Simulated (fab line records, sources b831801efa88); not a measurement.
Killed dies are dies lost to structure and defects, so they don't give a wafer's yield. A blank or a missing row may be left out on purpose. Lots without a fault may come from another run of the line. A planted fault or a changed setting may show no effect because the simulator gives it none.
fab line records | flow sky130 | part 2 of 2: steps 29 to 39 of 39
record lots=5 wafers=15 last_day=49
route steps=708 shown POLY_CUT@315 SD_P@320 RES_XHIGH@332 SD_N@342
lots that met no fault: from a run of the same line without faults
start_h: hours from the record's first day to the start of the lot's first wafer shown | wait_h: hours since the lot's step before | " the same as in the row above | L1.1+2: a row that stands for several wafers | - no value, or no start given | * or withheld: withheld | < > ~ a bound
route shown NAME@n: a module of which the file shows steps, and the number in the route of the first | usual: mean/standard deviation of fault-free wafers | same: alike in all rows | chamber/n: place in a boat | sites: the reading at each site | _std_site: their standard deviation | _edge_site: outer sites' mean less inner sites' | radius_mm: how far each site lies from the wafer's centre | mask NAME#n: copy n | behind: the tool/chamber that last shaped the wafer | hold: why the lot was held/for how many hours/how that ended | device: the transistor (n, p or np) that didn't switch | end of line: the same wafers' tests at the end of the route | a step without rows: its recipe alone | killed: dies lost to structure and defects at the first sort, not the wafer's yield | map: a wafer's dies, x killed, . not, _ none there
set.NAME: the setting as run; set.NAME@STEP: as run at that earlier step | model.NAME: the simulator's own value behind a step, which no gauge read
lots at some steps of the route; a table a step, a row a wafer
services: from which hour (start_h, from the record's first day; less than 0 if before it) a tool's chamber was out of use, for how many hours, and why
## steps
# step SKY_SD_N_HMDS_01
# recipe prime_time_s=60 prime_temp_c=120
# columns lot.wafer tool chamber start_h wait_h
L077.2+3+6 litho_track-04 0 668.91 0.1
L080.2+3+5 litho_track-03 0 703.49 0.1
L083.3+4+5 litho_track-03 0 712.61 0.1
L086.2+3+5 litho_track-02 0 761.52 0.1
L091.1+3+6 litho_track-03 0 768.06 0.1
# step SKY_SD_N_COAT_02
# recipe resist=NOVOLAK spin_rpm=3000 resist_thk_nm=1140
# columns lot.wafer tool chamber start_h wait_h
L077.2+3+6 litho_track-04 0 669.06 0.1
L080.2+3+5 litho_track-03 0 703.64 0.1
L083.3+4+5 litho_track-03 0 712.76 0.1
L086.2+3+5 litho_track-02 0 761.67 0.1
L091.1+3+6 litho_track-03 0 768.21 0.1
# step SKY_SD_N_SOFTBAKE_03
# recipe temp_c=90 time_s=60 resist=NOVOLAK
# usual plate_temp_C=90.01/0.13
# columns lot.wafer tool chamber start_h wait_h plate_temp_C
L077.2 litho_track-04 0 669.21 0.1 90.04
L077.3 " 0 " " 90.09
L077.6 " 0 " " 90.06
L080.2 litho_track-03 0 703.79 0.1 90.12
L080.3 " 0 " " 89.97
L080.5 " 0 " " 89.94
L083.3 litho_track-03 0 712.91 0.1 90.03
L083.4 " 0 " " 89.89
L083.5 " 0 " " 90.05
L086.2 litho_track-02 0 761.82 0.1 90.11
L086.3 " 0 " " 89.99
L086.5 " 0 " " 89.97
L091.1 litho_track-03 0 768.36 0.1 90.16
L091.3 " 0 " " 90.12
L091.6 " 0 " " 90.13
# step SKY_SD_N_EXPOSE_04
# recipe mask_id=NSDM na=0.6 source_shape=conventional sigma_outer=0.6 polarization=unpolarized target_cd_nm=380 dose_mj=141
# columns lot.wafer tool chamber start_h wait_h mask
L077.2+3+6 iline_stepper-02 0 - - NSDM#0
L080.2+3+5 iline_stepper-01 0 - - NSDM#0
L083.3+4+5 iline_stepper-02 0 - - NSDM#0
L086.2+3+5 iline_stepper-02 0 - - NSDM#0
L091.1+3+6 iline_stepper-01 0 - - NSDM#0
# step SKY_SD_N_PEB_05
# recipe temp_c=withheld time_s=* resist=NOVOLAK
# columns lot.wafer tool chamber start_h wait_h
L077.2+3+6 litho_track-04 0 - -
L080.2+3+5 litho_track-03 0 - -
L083.3+4+5 litho_track-03 0 - -
L086.2+3+5 litho_track-03 0 - -
L091.1+3+6 litho_track-03 0 - -
# step SKY_SD_N_DEVELOP_06
# recipe resist=NOVOLAK developer=TMAH develop_time_s=60 dev_temp_c=23
# columns lot.wafer tool chamber start_h wait_h
L077.2+3+6 litho_track-04 0 682.41 0.1
L080.2+3+5 litho_track-03 0 717.19 0.1
L083.3+4+5 litho_track-03 0 726.81 0.1
L086.2+3+5 litho_track-03 0 774.44 0.1
L091.1+3+6 litho_track-03 0 781.31 0.1
# step SKY_SD_N_CD_MEAS_07
# recipe target_cd_nm=380
# usual cd_nm=379.8/2.5
# columns lot.wafer tool chamber start_h wait_h cd_nm
L077.2 cd_sem-02 - 682.55 0.1 379.7
L077.3 " - " " 382.0
L077.6 " - " " 379.4
L080.2 cd_sem-01 - 717.33 0.1 379.7
L080.3 " - " " 379.2
L080.5 " - " " 380.8
L083.3 cd_sem-01 - 726.95 0.1 377.4
L083.4 " - " " 376.8
L083.5 " - " " 377.5
L086.2 cd_sem-02 - 774.58 0.1 381.6
L086.3 " - " " 381.4
L086.5 " - " " 384.1
L091.1 cd_sem-01 - 781.46 0.1 377.6
L091.3 " - " " 374.3
L091.6 " - " " 375.9
# step SKY_SD_N_OVL_MEAS_08
# usual SD_N_OVL=0.1/1.4
# columns lot.wafer tool chamber start_h wait_h SD_N_OVL[nm]
L077.2 overlay-02 - 682.66 0.1 -2.1
L077.3 " - " " -2.9
L077.6 " - " " -4.2
L080.2 overlay-02 - 717.44 0.1 -1.2
L080.3 " - " " 0.7
L080.5 " - " " -0.4
L083.3 overlay-01 - 727.05 0.1 0.9
L083.4 " - " " 0.6
L083.5 " - " " 0.8
L086.2 overlay-02 - 774.69 0.1 -1.1
L086.3 " - " " -1.1
L086.5 " - " " -2.6
L091.1 overlay-01 - 781.58 0.1 0.8
L091.3 " - " " 1.7
L091.6 " - " " 1.1
# step SKY_SD_N_IMPLANT_09
# recipe species=As energy_kev=50 dose_cm2=4e+15 tilt_deg=0
# usual end_station_pressure_torr=1.41e-05/1e-06
# columns lot.wafer tool chamber start_h wait_h end_station_pressure_torr
L077.2 implanter-03 0 682.71 0.0 1.35e-05
L077.3 " 0 " " 1.5e-05
L077.6 " 0 " " 1.35e-05
L080.2 implanter-01 0 717.49 0.0 1.39e-05
L080.3 " 0 " " 1.33e-05
L080.5 " 0 " " 1.41e-05
L083.3 implanter-01 0 727.12 0.1 1.42e-05
L083.4 " 0 " " 1.24e-05
L083.5 " 0 " " 1.23e-05
L086.2 implanter-02 0 774.74 0.0 1.56e-05
L086.3 " 0 " " 1.54e-05
L086.5 " 0 " " 1.53e-05
L091.1 implanter-01 0 781.62 0.0 1.35e-05
L091.3 " 0 " " 1.32e-05
L091.6 " 0 " " 1.35e-05
# step SKY_SD_N_IMPLANT_10
# recipe species=P energy_kev=20 dose_cm2=1e+14 tilt_deg=0
# usual end_station_pressure_torr=5.42e-06/2.8e-07
# columns lot.wafer tool chamber start_h wait_h end_station_pressure_torr
L077.2 implanter-03 0 682.86 0.1 5.58e-06
L077.3 " 0 " " 5.71e-06
L077.6 " 0 " " 5.66e-06
L080.2 implanter-01 0 717.64 0.1 5.74e-06
L080.3 " 0 " " 5.01e-06
L080.5 " 0 " " 5.14e-06
L083.3 implanter-01 0 727.27 0.1 5.97e-06
L083.4 " 0 " " 5.19e-06
L083.5 " 0 " " 5.58e-06
L086.2 implanter-02 0 774.89 0.1 5.44e-06
L086.3 " 0 " " 5.73e-06
L086.5 " 0 " " 5.52e-06
L091.1 implanter-01 0 781.77 0.1 5.37e-06
L091.3 " 0 " " 5.07e-06
L091.6 " 0 " " 5.7e-06
# step SKY_SD_N_STRIP_11
# recipe chemistry=O2/N2 power_w=1400 pressure_mtorr=1500 platen_temp_c=withheld o2_flow_sccm=3000 n2_flow_sccm=300 overash_fraction=0.5
# usual drypump_motor_current_A=5.7/0.41 oes_product_au=0.527/0.0044 strip_time_to_endpoint_s=22.54/0.041
# columns lot.wafer tool chamber start_h wait_h drypump_motor_current_A oes_product_au rf_hours_counter_h strip_time_to_endpoint_s
L077.2 plasma_asher-04 1 682.99 0.1 6.1 0.524 88 22.57
L077.3 " 1 " " 6.1 0.523 - 22.56
L077.6 " 1 " " 6.1 0.527 - 22.57
L080.2 plasma_asher-03 1 717.77 0.1 5.9 0.529 60 22.54
L080.3 " 0 " " 5.3 0.523 - 22.57
L080.5 " 1 " " 5.9 0.524 - 22.54
L083.3 plasma_asher-03 0 727.40 0.1 5.3 0.525 - 22.61
L083.4 " 1 " " 5.9 0.525 - 22.58
L083.5 " 1 " " 5.9 0.529 - 22.62
L086.2 plasma_asher-01 1 775.02 0.1 5.0 0.518 3 22.57
L086.3 " 0 " " 5.7 0.523 - 22.55
L086.5 " 1 " " 4.9 0.527 - 22.53
L091.1 plasma_asher-03 0 781.92 0.1 5.3 0.526 66 22.56
L091.3 " 0 " " 5.3 0.525 - 22.55
L091.6 " 1 " " 5.9 0.527 - 22.56
## services
# columns tool chamber start_h hours kind
implanter-03 - 575.52 20.8 repair
rie_diel-02 3 576.00 18.3 repair
plasma_asher-03 - 582.46 0.4 repair
rie_diel-02 2 588.20 5.2 repair
rie_diel-02 - 593.50 2.8 pm
implanter-02 - 600.63 0.7 repair
implanter-04 - 608.60 2.8 repair
implanter-02 - 619.00 3.9 pm
implanter-02 - 629.77 41.2 pm
iline_stepper-02 - 638.19 15.8 repair
rie_diel-03 - 661.81 1.2 repair
iline_stepper-01 - 667.55 10.8 repair
rie_diel-03 - 668.61 0.7 repair
iline_stepper-01 - 698.42 1.7 pm
iline_stepper-02 - 702.57 2.9 repair
rie_diel-02 3 721.32 6.1 repair
implanter-03 - 723.11 4.1 pm
rie_diel-02 3 728.41 6.9 repair
implanter-02 - 728.54 2.2 repair
plasma_asher-01 - 733.75 9.0 pm
implanter-02 - 742.41 0.8 repair
iline_stepper-02 0 744.89 - calibration
implanter-01 - 768.48 2.9 pm
iline_stepper-02 - 780.00 1.4 repair
